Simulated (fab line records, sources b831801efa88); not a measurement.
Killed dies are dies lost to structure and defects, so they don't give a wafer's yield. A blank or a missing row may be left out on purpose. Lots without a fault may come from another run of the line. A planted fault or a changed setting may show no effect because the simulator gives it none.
Problem report in the 8D (eight disciplines) form, filled by code | flow gf180mcu | the parts of the form that need people (team, actions taken, sign-off) are left out

1. THE PROBLEM
MIM_ALCU_RS at GF_MIM_RS_MEAS_10 reads a mean of 0.1830 ohm/sq on 2 wafers of 2 lots; wafers without a fault read 0.1604 ohm/sq with a standard deviation of 0.002. That is +11 standard deviations from the usual mean.
The step: measures by four-point-probe.
First seen on wafer L280.3, day 28 11:19, on film_metro-03. The record holds 30 wafers of 10 lots with a number at this step. Rule for "out", or "out of limits": more than 4 standard deviations from the usual mean. The other wafers with a number count as sound.

2. WHAT IT IS AND WHAT IT IS NOT
question                    | is                           | is not
which readings at this step | MIM_ALCU_RS                  | -
which lots                  | L280, L285                   | L272, L274, L276, L277, L279, L281, L286, L290
which wafers of those lots  | L280.3, L285.3               | L280.2, L280.6, L285.2, L285.6
read on which gauges        | film_metro-03, film_metro-04 | film_metro-01
when                        | from day 28 11:19            | up to then (17 sound wafers); but 11 sound wafers of L281, L285, L286, L290 came after

3. SUSPECTS, AND WHAT RULES EACH OUT
Counting: a tool at a process step up to the reading stays a suspect if it ran every lot that is out. Sound lots after the first of them don't rule it out here, since some wafers of a struck lot are sound.
- the gauge at GF_MIM_RS_MEAS_10: ruled out. The wafers that are out were read on 2 gauges (film_metro-03, film_metro-04).
- plasma_asher-03 at GF_M2_STRIP_17 (strips in O2/N2): kept. It ran every lot that is out, first L280 (day 23 17:04); its last sound lot up to then is L277 (day 22 14:49).
- pvd_sputter-03 at GF_MIM_SPUTTER_08 (material AlCu, target thk 200 nm, time 10.6 s): kept. It ran every lot that is out, first L280 (day 28 11:15); its last sound lot up to then is L279 (day 28 05:03).
Left after counting: plasma_asher-03 at GF_M2_STRIP_17, pvd_sputter-03 at GF_MIM_SPUTTER_08.

4. THE CAUSE (what the simulator had put in)
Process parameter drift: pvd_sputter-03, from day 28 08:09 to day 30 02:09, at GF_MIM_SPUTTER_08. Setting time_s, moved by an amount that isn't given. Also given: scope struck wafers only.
Counting left 2 suspects, and this tool is among them.

5. THE CHAIN OF EFFECTS, in route order
Each row: a reading whose mean over the struck wafers that have a number lies more than 3 standard deviations from the usual. Only readings for which the record gives a usual standard deviation are gone through. hours: the time from each lot's start at the first step in this table that gives one to its start at this step, as a median over the lots. sigmas: the change in usual standard deviations.
hours | step                 | reading            | usual         | on struck wafers | change  | sigmas
0     | GF_MIM_RS_MEAS_10    | MIM_ALCU_RS        | 0.1604 ohm/sq | 0.1830           | +0.0226 | +11
0     | GF_MIM_THK_MEAS_11   | MIM_ALCU_THK       | 197.0 nm      | 173.8            | -23.2   | -9.6
19    | GF_MIM_METAL_ETCH_19 | oes_product_au     | 0.940 a.u.    | 0.894            | -0.046  | -7.1
19    | GF_MIM_METAL_ETCH_19 | throttle_valve_pct | 28.285 %      | 28.341           | +0.056  | +5.7
The process steps in it:
- GF_MIM_METAL_ETCH_19: etches the open film in Cl2/BCl3, stops on Si3N4, target depth 324.5 nm, time 54.1 s.

6. WHAT WOULD HAVE CAUGHT IT SOONER
In this record the first reading out of limits at a measuring or inspecting step was taken at day 28 11:19, 3 hours after the fault began at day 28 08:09.
Of the tool readings at GF_MIM_SPUTTER_08 for which the record gives a usual standard deviation, none was out on any struck wafer, so an alarm limit of 4 standard deviations on them would not have fired.
Of the lots that are out (2), L285 began GF_MIM_SPUTTER_08 on pvd_sputter-03 after day 28 11:19. A hold on the tool at that time would have spared it.
